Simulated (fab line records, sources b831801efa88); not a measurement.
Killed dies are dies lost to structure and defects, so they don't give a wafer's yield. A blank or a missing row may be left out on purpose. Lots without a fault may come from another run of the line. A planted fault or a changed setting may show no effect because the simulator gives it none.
Chamber matching | flow gf180mcu | GF_V1_CVD_02 on pecvd-01: 3 sister chambers
The step deposits SiO2 from TEOS, target thk 850 nm, time 94.851 s. 16 wafers are shown with their chamber, then 8 later ones without.

WAFERS WITH THEIR CHAMBER
wafer  | chamber | heater_power_w (W)
L446.3 | 0       | 580
L446.5 | 1       | 644
L446.6 | 2       | 718
L448.1 | 1       | 657
L448.4 | 1       | 679
L448.6 | 0       | 629
L450.1 | 2       | 716
L450.2 | 1       | 703
L450.4 | 1       | 538
L455.1 | 0       | 528
L455.3 | 2       | 905
L455.6 | 2       | 723
L456.1 | 0       | 581
L456.3 | 1       | 655
L456.4 | 1       | 693
L458.2 | 1       | 688

SIGNATURES (means of the wafers above)
reading        | chamber 0 | chamber 1 | chamber 2 | scatter within a chamber
heater_power_w | 579.50    | 657.12    | 765.50    | 62.2
Rule: a wafer's distance from a chamber is the root of the sum, over the readings, of the square of ((its reading less the chamber's mean) divided by the reading's scatter). The wafer belongs to the nearest chamber; if the next one is less than 2 further off, it can't be placed. The scatter: the root of (the sum of the squares of (reading less its chamber's mean) over the shown wafers, divided by (wafers less chambers)).

WAFERS WITHOUT THEIR CHAMBER
wafer  | heater_power_w (W)
L458.3 | 742
L458.4 | 830
L459.3 | 592
L459.5 | 713
L459.6 | 634
L460.1 | 640
L460.4 | 816
L460.6 | 648

WHICH CHAMBER EACH WENT THROUGH
wafer  | from the rows above          | in truth
L458.3 | can't be placed: 2 or 1      | 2
L458.4 | can't be placed: 2 or 1      | 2
L459.3 | can't be placed: 0 or 1      | 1
L459.5 | can't be placed: 2 or 1 or 0 | 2
L459.6 | can't be placed: 1 or 0 or 2 | 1
L460.1 | can't be placed: 1 or 0 or 2 | 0
L460.4 | can't be placed: 2 or 1      | 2
L460.6 | can't be placed: 1 or 0 or 2 | 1
Placed correctly: 0 of 8. Can't be placed from these rows: 8 (the true chamber is among the candidates in 8). Placed wrongly: 0.
